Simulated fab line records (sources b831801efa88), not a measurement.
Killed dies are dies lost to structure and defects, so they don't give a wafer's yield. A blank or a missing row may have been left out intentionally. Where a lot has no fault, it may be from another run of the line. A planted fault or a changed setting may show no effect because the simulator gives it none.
Chamber matching -- flow gf180mcu -- pecvd-02 running GF_V2_CVD_02: 3 sister chambers
The step deposits SiO2 from TEOS, target thk 850 nm, time 94.851 s. 14 wafers are shown with their chamber, then 7 later ones without.

WAFERS WITH THEIR CHAMBER
wafer,chamber,heater_power_w (W)
L080.1,2,610
L080.2,1,633
L080.3,0,666
L082.1,1,676
L082.2,2,714
L082.5,0,632
L085.2,0,593
L085.4,1,678
L085.6,0,649
L086.2,1,623
L086.3,0,657
L086.4,1,670
L088.1,0,602
L088.4,1,653

SIGNATURES (means of the wafers above)
reading,chamber 0,chamber 1,chamber 2,scatter within a chamber
heater_power_w,633.17,655.50,662.00,33.8
Rule: for each reading, subtract the chamber's mean from the wafer's reading, divide by that reading's scatter and square the result; add these up over the readings and take the root, which gives the wafer's distance from the chamber. If the next closest chamber is less than 2 further off than the closest, the wafer can't be placed; otherwise it belongs to the closest. How the scatter is found: for the shown wafers, subtract from each reading the mean of its chamber, square and add these, divide the total by (wafers less chambers), then take the root.

WAFERS WITHOUT THEIR CHAMBER
wafer,heater_power_w (W)
L088.6,649
L090.4,667
L090.5,718
L090.6,539
L093.1,684
L093.3,551
L093.6,601

THE CHAMBER EACH PASSED THROUGH
wafer,from the rows above,in truth
L088.6,can't be placed: 1 or 2 or 0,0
L090.4,can't be placed: 2 or 1 or 0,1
L090.5,can't be placed: 2 or 1 or 0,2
L090.6,can't be placed: 0 or 1 or 2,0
L093.1,can't be placed: 2 or 1 or 0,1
L093.3,can't be placed: 0 or 1 or 2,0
L093.6,can't be placed: 0 or 1 or 2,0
Correct placement for 0 of the 7. Unplaceable from these rows: 7, with the true chamber sitting among the candidates in 7. 0 placed wrongly.
